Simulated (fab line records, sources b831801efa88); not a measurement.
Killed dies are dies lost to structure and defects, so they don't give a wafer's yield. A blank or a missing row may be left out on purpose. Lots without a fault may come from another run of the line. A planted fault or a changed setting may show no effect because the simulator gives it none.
fab line records | flow sky130
record lots=5 wafers=15 last_day=50
route steps=708 shown VIA1@475 METAL2@483 VIA2@507 PAD_OPEN@708
lots that met no fault: from a run of the same line without faults
start_h: hours from the record's first day to the start of the lot's first wafer shown | wait_h: hours since the lot's step before | " the same as in the row above | L1.1+2: a row that stands for several wafers | - no value, or no start given | * or withheld: withheld | < > ~ a bound
route shown NAME@n: a module of which the file shows steps, and the number in the route of the first | usual: mean/standard deviation of fault-free wafers | same: alike in all rows | chamber/n: place in a boat | sites: the reading at each site | _std_site: their standard deviation | _edge_site: outer sites' mean less inner sites' | radius_mm: how far each site lies from the wafer's centre | mask NAME#n: copy n | behind: the tool/chamber that last shaped the wafer | hold: why the lot was held/for how many hours/how that ended | device: the transistor (n, p or np) that didn't switch | end of line: the same wafers' tests at the end of the route | a step without rows: its recipe alone | killed: dies lost to structure and defects at the first sort, not the wafer's yield | map: a wafer's dies, x killed, . not, _ none there
set.NAME: the setting as run; set.NAME@STEP: as run at that earlier step | model.NAME: the simulator's own value behind a step, which no gauge read
lots at some steps of the route; a table a step, a row a wafer
services: from which hour (start_h, from the record's first day; less than 0 if before it) a tool's chamber was out of use, for how many hours, and why
## steps
# step SKY_VIA1_STRIP_17
# recipe chemistry=post_etch_residue_remover time_s=1200 temp_c=72.5
# step SKY_VIA1_CLEAN_18
# recipe chemistry=IPA time_s=180 temp_c=25
# step SKY_VIA1_CLEAN_19
# recipe chemistry=O3/DIW dry=n2_spin
# step SKY_VIA1_SPUTTER_20
# recipe material=TiN target_thk_nm=20 chamber_pressure_pa=5 power_w=4000 time_s=80
# usual cathode_dc_power_W=4000.0/0.72 throttle_valve_pct=29.9/0.71
# columns lot.wafer tool chamber start_h wait_h cathode_dc_power_W throttle_valve_pct
L962.1 pvd_sputter-02 - 804.12 0.0 3998.9 28.5
L962.2 " - " " 3999.7 29.6
L962.5 " - " " 3999.2 29.2
L971.3 pvd_sputter-02 - 872.32 0.0 3999.3 29.6
L971.4 " - " " 4000.5 30.9
L971.5 " - " " 3999.5 28.6
L973.1 pvd_sputter-02 - 884.57 0.0 4000.0 30.9
L973.2 " - " " 3999.1 28.2
L973.4 " - " " 3999.6 29.8
L983.2 pvd_sputter-04 - 962.11 0.0 4001.0 30.1
L983.4 " - " " 3999.5 29.9
L983.6 " - " " 4001.3 30.3
L982.1 pvd_sputter-04 - 969.01 0.0 4000.1 30.3
L982.2 " - " " 4000.8 30.7
L982.6 " - " " 3997.3 30.5
# step SKY_VIA1_CVD_21
# recipe material=W target_thk_nm=270 time_s=80.902 temp_c=400 pressure_torr=40
# step SKY_VIA1_RS_MEAS_22
# recipe thk_meas_gauge=four-point-probe reads=W_of_VIA1_CVD_21+TiN_of_VIA1_SPUTTER_20
# usual VIA1_W_RS=0.422/0.0058
# columns lot.wafer tool chamber start_h wait_h VIA1_W_RS[ohm/sq]
L962.1 film_metro-01 - 804.28 0.1 0.415
L962.2 " - " " 0.429
L962.5 " - " " 0.420
L971.3 film_metro-01 - 872.51 0.1 0.426
L971.4 " - " " 0.416
L971.5 " - " " 0.416
L973.1 film_metro-04 - 884.72 0.1 0.425
L973.2 " - " " 0.416
L973.4 " - " " 0.420
L983.2 film_metro-02 - 962.29 0.1 0.413
L983.4 " - " " 0.416
L983.6 " - " " 0.415
L982.1 film_metro-02 - 969.17 0.1 0.431
L982.2 " - " " 0.418
L982.6 " - " " 0.427
# step SKY_VIA1_THK_MEAS_23
# recipe thk_meas_gauge=xrf reads=W_of_VIA1_CVD_21
# usual VIA1_W_THK=264/5.4
# columns lot.wafer tool chamber start_h wait_h VIA1_W_THK[nm]
L962.1 film_metro-01 - 804.40 0.1 260
L962.2 " - " " 251
L962.5 " - " " 257
L971.3 film_metro-01 - 872.61 0.1 261
L971.4 " - " " 265
L971.5 " - " " 266
L973.1 film_metro-04 - 884.84 0.1 265
L973.2 " - " " 274
L973.4 " - " " 270
L983.2 film_metro-02 - 962.40 0.1 271
L983.4 " - " " 268
L983.6 " - " " 272
L982.1 film_metro-02 - 969.29 0.1 260
L982.2 " - " " 271
L982.6 " - " " 261
# step SKY_VIA1_CMP_24
# recipe stop_on=SiO2 t_overpolish_s=15 down_force_psi=3.5 platen_rpm=60 target_thk_nm=0 pad_velocity_m_s=0.94248
# usual motor_current_A=11.6/1 overpolish_run_s=15.000/0.0085 time_to_endpoint_s=64.9/3
# same t_overpolish_s=15
# columns lot.wafer tool chamber start_h wait_h motor_current_A overpolish_run_s time_to_endpoint_s
L962.2 cmp-02 2 804.56 0.1 13.0 14.997 63.0
L962.1 " 3 " " 10.2 14.993 64.1
L962.5 " 1 " " 11.9 15.002 65.4
L971.3 cmp-02 2 872.65 0.0 11.9 15.008 65.8
L971.4 " 1 " " 12.4 14.992 67.9
L971.5 " 2 " " 12.6 14.995 68.2
L973.4 cmp-02 0 884.90 0.0 10.1 14.999 66.3
L973.2 " 2 " " 13.0 14.998 67.7
L973.1 " 3 " " 11.1 15.003 68.2
L983.4 cmp-02 3 962.45 0.0 10.7 14.999 69.3
L983.2 " 0 " " 10.3 15.004 64.6
L983.6 " 3 " " 10.4 15.005 71.1
L982.1 cmp-02 0 969.45 0.2 10.2 14.999 62.3
L982.2 " 1 " " 11.6 14.992 68.4
L982.6 " 2 " " 12.9 14.996 65.0
# step SKY_METAL2_SPUTTER_00
# recipe material=Ti target_thk_nm=15 power_w=3000 time_s=10 chamber_pressure_pa=0.4
# usual cathode_dc_power_W=2999.9/0.58 throttle_valve_pct=30.0/1.5
# columns lot.wafer tool chamber start_h wait_h cathode_dc_power_W throttle_valve_pct
L962.1 pvd_sputter-03 - 804.76 0.1 3000.1 30.6
L962.2 " - " " 3000.2 33.0
L962.5 " - " " 3000.2 33.2
L971.3 pvd_sputter-03 - 872.95 0.2 3000.7 28.6
L971.4 " - " " 2999.7 28.3
L971.5 " - " " 3000.0 30.6
L973.1 pvd_sputter-01 - 885.20 0.1 2999.1 31.5
L973.2 " - " " 2998.0 29.8
L973.4 " - " " 2999.4 31.4
L983.2 pvd_sputter-01 - 962.75 0.2 2999.6 29.7
L983.4 " - " " 3000.3 29.6
L983.6 " - " " 2999.7 31.5
L982.1 pvd_sputter-01 - 969.67 0.2 2999.5 29.9
L982.2 " - " " 2999.8 31.2
L982.6 " - " " 2999.2 29.0
# step SKY_METAL2_SPUTTER_01
# recipe material=TiN target_thk_nm=20 power_w=6500 time_s=16.7 chamber_pressure_pa=0.4
# usual cathode_dc_power_W=6500.1/1.1 throttle_valve_pct=30.0/1.5
# columns lot.wafer tool chamber start_h wait_h cathode_dc_power_W throttle_valve_pct
L962.1 pvd_sputter-03 - 804.78 0.0 6499.8 30.4
L962.2 " - " " 6499.2 32.8
L962.5 " - " " 6500.0 33.2
L971.3 pvd_sputter-03 - 872.97 0.0 6500.3 28.5
L971.4 " - " " 6500.2 28.1
L971.5 " - " " 6500.3 30.4
L973.1 pvd_sputter-01 - 885.22 0.0 6499.5 31.1
L973.2 " - " " 6499.9 29.6
L973.4 " - " " 6502.2 31.5
L983.2 pvd_sputter-01 - 962.77 0.0 6500.8 29.7
L983.4 " - " " 6497.9 29.5
L983.6 " - " " 6499.2 31.5
L982.1 pvd_sputter-01 - 969.69 0.0 6500.4 29.6
L982.2 " - " " 6501.2 31.6
L982.6 " - " " 6499.2 29.0
# step SKY_METAL2_SPUTTER_02
# recipe material=AlCu target_thk_nm=250 power_w=10600 time_s=12.93 chamber_pressure_pa=0.4
# step SKY_METAL2_SPUTTER_03
# recipe material=Ti target_thk_nm=5 power_w=3000 time_s=3.3 chamber_pressure_pa=0.4
# step SKY_METAL2_SPUTTER_04
# recipe material=TiN target_thk_nm=70 power_w=6500 time_s=58.3 chamber_pressure_pa=0.4
# usual cathode_dc_power_W=6499.9/1.1 throttle_valve_pct=30.0/1.5
# columns lot.wafer tool chamber start_h wait_h cathode_dc_power_W throttle_valve_pct model.TiN_of_METAL2_SPUTTER_04.thk_nm
L962.1 pvd_sputter-03 - 804.85 0.0 6501.1 30.3 69.26
L962.2 " - " " 6500.6 32.9 69.34
L962.5 " - " " 6501.0 33.1 69.63
L971.3 pvd_sputter-03 - 873.04 0.0 6500.1 28.7 70.15
L971.4 " - " " 8153.3 28.1 88.18
L971.5 " - " " 6501.1 30.6 69.65
L973.1 pvd_sputter-01 - 885.29 0.0 6500.0 31.4 69.51
L973.2 " - " " 6499.4 29.8 70.06
L973.4 " - " " 6499.2 31.3 70.14
L983.2 pvd_sputter-01 - 962.84 0.0 6498.5 30.0 70.12
L983.4 " - " " 6498.3 29.6 70.54
L983.6 " - " " 6501.3 31.4 70.21
L982.1 pvd_sputter-01 - 969.76 0.0 6501.1 29.8 69.63
L982.2 " - " " 6500.5 31.4 70.19
L982.6 " - " " 6500.5 28.9 69.74
# step SKY_METAL2_RS_MEAS_05
# recipe thk_meas_gauge=four-point-probe reads=TiN_of_METAL2_SPUTTER_04+Ti_of_METAL2_SPUTTER_03+AlCu_of_METAL2_SPUTTER_02+TiN_of_METAL2_SPUTTER_01+Ti_of_METAL2_SPUTTER_00
# usual METAL2_ALCU_RS=0.1309/0.0016
# columns lot.wafer tool chamber start_h wait_h METAL2_ALCU_RS[ohm/sq]
L962.1 film_metro-03 - 804.89 0.0 0.1307
L962.2 " - " " 0.1318
L962.5 " - " " 0.1318
L971.3 film_metro-04 - 873.13 0.1 0.1302
L971.4 " - " " 0.1311
L971.5 " - " " 0.1301
L973.1 film_metro-03 - 885.34 0.0 0.1292
L973.2 " - " " 0.1304
L973.4 " - " " 0.1307
L983.2 film_metro-03 - 962.91 0.0 0.1325
L983.4 " - " " 0.1316
L983.6 " - " " 0.1317
L982.1 film_metro-03 - 969.81 0.0 0.1306
L982.2 " - " " 0.1312
L982.6 " - " " 0.1289
# step SKY_METAL2_THK_MEAS_06
# recipe thk_meas_gauge=xrf reads=AlCu_of_METAL2_SPUTTER_02
# usual METAL2_ALCU_THK=242/3.2
# columns lot.wafer tool chamber start_h wait_h METAL2_ALCU_THK[nm]
L962.1 film_metro-03 - 805.01 0.1 240
L962.2 " - " " 241
L962.5 " - " " 241
L971.3 film_metro-04 - 873.23 0.1 241
L971.4 " - " " 229
L971.5 " - " " 240
L973.1 film_metro-03 - 885.46 0.1 244
L973.2 " - " " 244
L973.4 " - " " 242
L983.2 film_metro-03 - 963.02 0.1 241
L983.4 " - " " 241
L983.6 " - " " 241
L982.1 film_metro-03 - 969.93 0.1 245
L982.2 " - " " 242
L982.6 " - " " 250
# step SKY_METAL2_DEHYDRATE_07
# recipe temp_c=200 time_s=60
# step SKY_METAL2_HMDS_08
# recipe prime_time_s=60 prime_temp_c=120
# step SKY_METAL2_COAT_09
# recipe resist=BARC temp_c=withheld time_s=withheld spin_rpm=3000 resist_thk_nm=60
# step SKY_METAL2_COAT_10
# recipe resist=KrF-thick spin_rpm=3000 resist_thk_nm=450
# step SKY_METAL2_SOFTBAKE_11
# recipe temp_c=100 time_s=90 resist=KrF-thick
# step SKY_METAL2_EXPOSE_12
# recipe mask_id=MM2 na=0.8 source_shape=annular sigma_inner=0.55 sigma_outer=0.85 target_cd_nm=140 dose_mj=28
# step SKY_METAL2_PEB_13
# recipe peb_temp_c=withheld peb_time_s=withheld resist=KrF-thick
# step SKY_METAL2_DEVELOP_14
# recipe develop_time_s=60 resist=KrF-thick dev_temp_c=21
# step SKY_METAL2_CD_MEAS_15
# recipe target_cd_nm=140
# usual cd_nm=139.9/1.6
# columns lot.wafer tool chamber start_h wait_h cd_nm
L962.1 cd_sem-02 - 831.15 - 140.9
L962.2 " - " " 139.8
L962.5 " - " " 139.8
L971.3 cd_sem-02 - 897.96 - 137.8
L971.4 " - " " 138.7
L971.5 " - " " 138.3
L973.1 cd_sem-01 - 910.32 - 140.4
L973.2 " - " " 140.0
L973.4 " - " " 141.3
L983.2 cd_sem-01 - 986.62 - 138.1
L983.4 " - " " 137.1
L983.6 " - " " 136.3
L982.1 cd_sem-01 - 993.57 - 140.4
L982.2 " - " " 139.7
L982.6 " - " " 139.6
# step SKY_METAL2_OVL_MEAS_16
# usual METAL2_OVL=2/4.9
# columns lot.wafer tool chamber start_h wait_h METAL2_OVL[nm]
L962.1 overlay-01 - 831.27 0.1 3
L962.2 " - " " 0
L962.5 " - " " 4
L971.3 overlay-02 - 898.05 0.1 5
L971.4 " - " " 6
L971.5 " - " " 1
L973.1 overlay-01 - 910.44 0.1 0
L973.2 " - " " -2
L973.4 " - " " 1
L983.2 overlay-02 - 986.73 0.1 -4
L983.4 " - " " -3
L983.6 " - " " -2
L982.1 overlay-01 - 993.69 0.1 6
L982.2 " - " " -2
L982.6 " - " " 2
# step SKY_METAL2_DESCUM_17
# recipe chemistry=O2 source_power_w=150 bias_power_w=0 pressure_mtorr=10 temp_c=40 time_s=8
# usual chamber_pressure_mTorr=10.000/0.0093 drypump_motor_current_A=5.8/0.45 oes_product_au=1.000/0.0077
# columns lot.wafer tool chamber start_h wait_h chamber_pressure_mTorr drypump_motor_current_A oes_product_au rf_hours_counter_h
L962.1 rie_metal-03 1 831.31 0.0 10.013 6.4 0.997 8
L962.2 " 0 " " 9.992 5.5 0.995 13
L962.5 " 1 " " 10.007 6.4 1.001 -
L971.3 rie_metal-04 1 898.09 0.0 10.003 6.0 1.013 -
L971.4 " 0 " " 10.005 6.3 1.008 -
L971.5 " 0 " " 9.991 6.4 1.014 -
L973.1 rie_metal-03 1 910.47 0.0 10.011 6.4 0.993 11
L973.2 " 0 " " 9.985 5.4 0.987 16
L973.4 " 0 " " 10.006 5.4 0.990 -
L983.2 rie_metal-01 1 986.76 0.0 10.005 5.3 0.991 16
L983.4 " 0 " " 9.988 5.4 0.982 -
L983.6 " 0 " " 10.004 5.4 0.993 -
L982.1 rie_metal-03 0 993.73 0.0 10.002 5.4 0.996 21
L982.2 " 1 " " 10.000 6.4 1.002 16
L982.6 " 1 " " 9.998 6.4 0.995 -
# step SKY_METAL2_ETCH_18
# recipe chemistry=N2/H2 target=BARC ion_energy_ev=200 bias_w=100 pressure_mtorr=30 n2_flow_sccm=100 h2_flow_sccm=200 icp_w=500 stop_on=SiO2 time_s=45.9 target_depth_a=600
# step SKY_METAL2_METAL_ETCH_19
# recipe target_depth_a=3600 stop_on=SiO2 over_etch_frac=0.3 time_s=78 chemistry=Cl2/BCl3 resist_sidewall_deg=88 pressure_mtorr=10 icp_w=900 bias_w=48.5 Cl2_flow_sccm=60 bcl3_flow_sccm=30
# step SKY_METAL2_STRIP_20
# recipe chemistry=O2/N2 power_w=1400 pressure_mtorr=1500 platen_temp_c=withheld o2_flow_sccm=3000 n2_flow_sccm=300 overash_fraction=0.5
# step SKY_METAL2_STRIP_21
# recipe chemistry=post_etch_residue_remover time_s=1200 temp_c=72.5
# step SKY_METAL2_CLEAN_22
# recipe chemistry=IPA time_s=180 temp_c=25
# step SKY_METAL2_CLEAN_23
# recipe chemistry=O3/DIW dry=n2_spin
# step SKY_VIA2_HDPCVD_00
# recipe material=SiO2 target_thk_nm=1180 sigma_open_frac=0.3 time_s=192.2 temp_c=400 sih4_flow_sccm=60 pressure_mtorr=6
# step SKY_VIA2_THK_MEAS_01
# recipe reads=SiO2_of_VIA2_HDPCVD_00
# usual VIA2_HDPCVD_THK=1152/9.3
# columns lot.wafer tool chamber start_h wait_h VIA2_HDPCVD_THK[nm]
L962.1 film_metro-02 - 832.21 0.1 1155
L962.2 " - " " 1161
L962.5 " - " " 1163
L971.3 film_metro-01 - 899.01 0.1 1163
L971.4 " - " " 1141
L971.5 " - " " 1159
L973.1 film_metro-02 - 911.38 0.1 1149
L973.2 " - " " 1158
L973.4 " - " " 1152
L983.2 film_metro-03 - 987.70 0.1 1156
L983.4 " - " " 1152
L983.6 " - " " 1147
L982.1 film_metro-02 - 994.66 0.1 1137
L982.2 " - " " 1144
L982.6 " - " " 1138
# step SKY_VIA2_CMP_02
# recipe material=SiO2 down_force_psi=4 platen_rpm=60 pad_velocity_m_s=0.94248
# step SKY_VIA2_BOW_MEAS_03
# recipe mode=bow
# usual VIA2_BOW=86/7.1
# columns lot.wafer tool chamber start_h wait_h VIA2_BOW[um]
L962.1 film_metro-01 - 832.57 0.2 84
L962.2 " - " " 78
L962.5 " - " " 96
L971.3 film_metro-01 - 899.39 0.2 104
L971.4 " - " " 102
L971.5 " - " " 88
L973.1 film_metro-01 - 911.74 0.1 88
L973.2 " - " " 79
L973.4 " - " " 97
L983.2 film_metro-01 - 988.18 0.2 88
L983.4 " - " " 90
L983.6 " - " " 90
L982.1 film_metro-03 - 995.02 0.1 87
L982.2 " - " " 77
L982.6 " - " " 79
# step SKY_VIA2_DEHYDRATE_04
# recipe temp_c=200 time_s=60
# step SKY_VIA2_HMDS_05
# recipe prime_time_s=60 prime_temp_c=120
# step SKY_VIA2_COAT_06
# recipe resist=BARC temp_c=withheld time_s=withheld spin_rpm=3000 resist_thk_nm=60
# step SKY_VIA2_COAT_07
# recipe resist=KrF-thick spin_rpm=3000 resist_thk_nm=450
# step SKY_VIA2_SOFTBAKE_08
# recipe temp_c=100 time_s=90 resist=KrF-thick
# step SKY_VIA2_EXPOSE_09
# recipe mask_id=VIM2 na=0.8 source_shape=annular sigma_inner=0.55 sigma_outer=0.85 target_cd_nm=200 dose_mj=38
# step SKY_VIA2_ETCH_15
# recipe target=SiO2 chemistry=C4F8/O2/Ar target_depth_nm=546 stop_on=TiN mask_material=KrF-thick source_w=1500 bias_w=1200 pressure_mtorr=40 c4f8_flow_sccm=withheld O2_flow_sccm=6 Ar_flow_sccm=300 time_s=84
# usual chamber_pressure_mTorr=40.00/0.041 oes_product_au=0.939/0.0049
# columns lot.wafer tool chamber start_h wait_h chamber_pressure_mTorr oes_product_au rf_hours_counter_h model.TiN_of_METAL2_SPUTTER_04.thk_nm
L962.1 rie_diel-04 1 858.67 0.0 39.98 0.931 8 68.84
L962.2 " 2 " " 39.97 0.942 4 68.92
L962.5 " 0 " " 40.07 0.940 - 69.21
L971.3 rie_diel-04 0 924.23 0.0 40.04 0.940 11 69.73
L971.4 " 1 " " 39.95 0.938 9 87.75
L971.5 " 1 " " 39.99 0.932 - 69.23
L973.1 rie_diel-01 1 936.43 0.0 40.02 0.939 6 69.09
L973.2 " 3 " " 39.95 0.943 16 69.64
L973.4 " 2 " " 40.00 0.939 13 69.71
L983.2 rie_diel-03 1 1012.22 0.0 40.04 0.931 20 69.69
L983.4 " 0 " " 40.05 0.939 3 70.12
L983.6 " 2 " " 40.12 0.937 - 69.79
L982.1 rie_diel-04 1 1017.83 0.0 39.99 0.951 12 69.2
L982.2 " 0 " " 40.05 0.936 13 69.76
L982.6 " 2 " " 39.97 0.941 - 69.31
# step SKY_PAD_OPEN_PROBE_99
# usual defect_limited_yield=82.5/1.8 killed_at_M0_to_M3=43/5.9 killed_at_M4_up=3.3/1.9 killed_at_contacts=24/5.6 killed_at_front_end=15/4.1 killed_at_other=0.4/0.66 killed_dies=86/9 killed_open=47/6.9 killed_short=39/6.2 sort_bin_3_pad_short=0.9/0.45 sort_bin_5_function=10.3/1.4 sort_bin_6_memory=6.3/1.2 sort_n_pass=406/9 sort_yield_pct=82.5/1.8
# same gross_dies=492 killed_at_back_side=0 sort_bin_4_leakage[%]=0 sort_bin_8_speed[%]=0
# columns lot.wafer tool chamber start_h wait_h defect_limited_yield[%] killed_at_M0_to_M3 killed_at_M4_up killed_at_contacts killed_at_front_end killed_at_other killed_dies killed_open killed_short sort_bin_3_pad_short[%] sort_bin_5_function[%] sort_bin_6_memory[%] sort_n_pass sort_yield_pct[%] model.etest.via2_chain.rc_ohm
L962.1 prober-01 - 1087.00 0.1 82.7 37 3 26 18 1 85 49 35 0.8 9.6 6.9 407 82.7 10.22
L962.2 prober-01 - 1087.05 0.1 79.9 48 3 26 19 3 99 45 51 1.4 11.2 7.5 393 79.9 10.71
L962.5 prober-01 - 1087.20 0.2 82.5 43 3 21 18 1 86 40 42 1.6 8.7 7.1 406 82.5 9.644
L971.3 prober-01 - 1132.25 0.2 84.1 41 2 24 11 0 78 41 37 1.4 9.3 5.1 414 84.1 9.926
L971.4 prober-01 - 1132.30 0.2 86.0 36 1 20 12 0 69 35 34 0.6 9.8 3.7 423 86.0 10.74
L971.5 prober-01 - 1132.35 0.2 84.3 50 2 18 6 1 77 45 32 0.6 8.3 6.7 415 84.3 10.19
L973.1 prober-02 - 1146.02 0.3 82.5 44 0 25 17 0 86 55 31 0.6 11.2 5.7 406 82.5 10.18
L973.2 prober-02 - 1146.07 0.3 82.3 47 6 20 14 0 87 40 47 1.0 10.8 5.9 405 82.3 10.2
L973.4 prober-02 - 1146.17 0.4 79.9 55 2 23 19 0 99 56 43 1.4 12.0 6.7 393 79.9 9.773
L983.2 prober-01 - 1200.40 0.1 86.2 35 3 19 11 0 68 40 28 1.0 6.7 6.1 424 86.2 10.11
L983.4 prober-01 - 1200.50 0.2 84.1 41 2 22 13 0 78 46 32 0.8 8.1 6.9 414 84.1 9.825
L983.6 prober-01 - 1200.60 0.2 83.7 40 1 24 15 0 80 41 39 1.0 9.6 5.7 412 83.7 10.6
L982.1 prober-01 - 1202.97 0.1 82.7 44 2 28 11 0 85 52 32 0.6 9.1 7.5 407 82.7 10.28
L982.2 prober-01 - 1203.02 0.1 82.5 46 2 22 16 0 86 51 35 0.6 11.8 5.1 406 82.5 10.14
L982.6 prober-01 - 1203.22 0.2 84.3 39 4 18 16 0 77 39 37 0.6 10.6 4.5 415 84.3 10.21
# killed by level:class
L962.1 CONTACT:geometric_particle:open=10 VIA1:geometric_particle:open=7 FIELD_ISO:geometric_particle:open=6 LI_CONTACT:geometric_particle:open=6 METAL2:geometric_particle:short=5 VIA2:geometric_particle:open=5 LOCAL_INTERCONNECT:geometric_particle:short=4 VIA2:geometric_particle:short=4
L962.2 CONTACT:geometric_particle:open=15 METAL2:geometric_particle:short=11 FIELD_ISO:geometric_particle:short=9 VIA1:geometric_particle:open=7 VIA2:geometric_particle:open=7 VIA3:geometric_particle:open=6 CONTACT:geometric_particle:short=5 METAL3:geometric_particle:short=5
L962.5 CONTACT:geometric_particle:open=9 METAL2:geometric_particle:short=9 VIA1:geometric_particle:short=6 VIA2:geometric_particle:open=6 CONTACT:geometric_particle:short=5 VIA1:geometric_particle:open=5 FIELD_ISO:geometric_particle:open=4 FIELD_ISO:geometric_particle:short=4
L971.3 CONTACT:geometric_particle:open=12 VIA1:geometric_particle:open=8 METAL2:geometric_particle:short=7 VIA3:geometric_particle:open=6 FIELD_ISO:geometric_particle:short=5 VIA3:geometric_particle:short=5 LOCAL_INTERCONNECT:geometric_particle:short=5 VIA2:geometric_particle:open=5
L971.4 CONTACT:geometric_particle:open=8 VIA1:geometric_particle:open=8 VIA3:geometric_particle:open=6 VIA3:geometric_particle:short=6 METAL2:geometric_particle:short=5 CONTACT:geometric_particle:short=5 FIELD_ISO:geometric_particle:short=3 SPACER:geometric_particle:short=3
L971.5 VIA1:geometric_particle:open=16 VIA2:geometric_particle:open=11 CONTACT:geometric_particle:short=8 METAL1:geometric_particle:short=7 LI_CONTACT:geometric_particle:open=5 FIELD_ISO:geometric_particle:open=3 LOCAL_INTERCONNECT:geometric_particle:short=3 VIA1:geometric_particle:short=3
L973.1 VIA1:geometric_particle:open=12 CONTACT:geometric_particle:open=10 LI_CONTACT:geometric_particle:open=7 VIA2:geometric_particle:open=7 FIELD_ISO:geometric_particle:open=5 POLY_GATE:geometric_particle:open=5 LOCAL_INTERCONNECT:geometric_particle:short=5 METAL1:geometric_particle:short=5
L973.2 VIA3:geometric_particle:open=12 LI_CONTACT:geometric_particle:open=7 POLY_GATE:geometric_particle:short=6 VIA2:geometric_particle:open=6 LOCAL_INTERCONNECT:geometric_particle:short=5 METAL1:geometric_particle:short=5 VIA1:geometric_particle:short=5 METAL2:geometric_particle:short=5
L973.4 VIA1:geometric_particle:open=14 VIA3:geometric_particle:open=9 LI_CONTACT:geometric_particle:open=8 CONTACT:geometric_particle:open=7 VIA1:geometric_particle:short=7 FIELD_ISO:geometric_particle:short=6 LOCAL_INTERCONNECT:geometric_particle:short=6 VIA2:geometric_particle:open=6
L983.2 VIA1:geometric_particle:open=12 CONTACT:geometric_particle:open=9 LI_CONTACT:geometric_particle:open=6 FIELD_ISO:geometric_particle:short=5 VIA3:geometric_particle:open=4 FIELD_ISO:geometric_particle:open=3 METAL3:geometric_particle:short=3 VIA2:geometric_particle:short=3
L983.4 CONTACT:geometric_particle:open=13 VIA1:geometric_particle:open=7 VIA1:geometric_particle:short=5 LI_CONTACT:geometric_particle:open=5 VIA2:geometric_particle:open=5 VIA2:geometric_particle:short=5 VIA3:geometric_particle:open=5 POLY_GATE:geometric_particle:open=4
L983.6 VIA3:geometric_particle:open=8 POLY_GATE:geometric_particle:short=7 LI_CONTACT:geometric_particle:open=7 VIA1:geometric_particle:open=7 VIA2:geometric_particle:open=7 LOCAL_INTERCONNECT:geometric_particle:short=5 CONTACT:geometric_particle:open=5 LI_CONTACT:geometric_particle:short=4
L982.1 VIA1:geometric_particle:open=11 CONTACT:geometric_particle:open=10 LI_CONTACT:geometric_particle:open=9 METAL3:geometric_particle:open=5 METAL1:geometric_particle:short=5 VIA2:geometric_particle:open=5 VIA3:geometric_particle:short=5 FIELD_ISO:geometric_particle:short=4
L982.2 CONTACT:geometric_particle:open=11 VIA3:geometric_particle:open=9 VIA2:geometric_particle:open=8 VIA1:geometric_particle:open=6 VIA3:geometric_particle:short=6 FIELD_ISO:geometric_particle:short=5 FIELD_ISO:geometric_particle:open=5 CONTACT:geometric_particle:short=5
L982.6 VIA1:geometric_particle:open=10 METAL2:geometric_particle:short=7 LI_CONTACT:geometric_particle:open=5 LOCAL_INTERCONNECT:geometric_particle:short=5 VIA3:geometric_particle:open=5 CONTACT:geometric_particle:open=4 METAL1:geometric_particle:short=4 FIELD_ISO:geometric_particle:open=3
## services
# columns tool chamber start_h hours kind
pvd_sputter-01 - 783.47 75.5 repair
rie_diel-01 0 785.94 4.0 repair
rie_metal-04 0 786.11 63.8 repair
pvd_sputter-02 - 791.30 2.0 repair
pvd_sputter-03 - 791.32 2.4 repair
pvd_sputter-01 - 793.56 13.3 repair
cmp-02 - 803.72 0.6 repair
pvd_sputter-01 - 831.63 4.3 repair
pvd_sputter-01 - 840.94 0.5 repair
rie_diel-03 2 847.44 4.3 repair
rie_metal-03 1 847.57 4.1 repair
pvd_sputter-03 - 855.91 0.9 repair
rie_diel-04 1 866.96 8.7 repair
pvd_sputter-04 - 889.97 1.9 repair
rie_metal-03 0 891.24 5.5 repair
pvd_sputter-02 - 899.78 9.3 repair
rie_diel-04 - 903.27 0.1 repair
cmp-02 - 912.02 4.0 pm
rie_diel-04 2 913.45 8.2 repair
pvd_sputter-04 - 950.55 2.1 repair
cmp-02 - 952.55 3.2 repair
pvd_sputter-03 - 994.27 2.5 repair
cmp-02 - 1002.83 0.5 repair
cmp-02 - 1010.64 2.9 pm
## key
first_sign step=SKY_METAL2_SPUTTER_04 reading=cathode_dc_power_W direction=up sigmas=99+ usual=6499.9 struck=8153.3
effect step=SKY_METAL2_THK_MEAS_06 reading=METAL2_ALCU_THK direction=down sigmas=4 usual=242 struck=229
model_effect step=SKY_METAL2_SPUTTER_04 value=TiN_of_METAL2_SPUTTER_04.thk_nm without=70.37 struck=88.18
model_effect step=SKY_VIA2_ETCH_15 value=TiN_of_METAL2_SPUTTER_04.thk_nm without=69.94 struck=87.75
model_effect step=SKY_PAD_OPEN_PROBE_99 value=etest.via2_chain.rc_ohm without=10.23 struck=10.74
met_at SKY_METAL2_SPUTTER_04
struck_wafers L971.4
fault kind=process_parameter_drift tool=pvd_sputter-03 chamber=- onset_h=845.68 steps=SKY_METAL2_SPUTTER_04 channel=power_w offset=* shape=step end_h=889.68 acts_in=* stated=* scope=struck_wafers_only
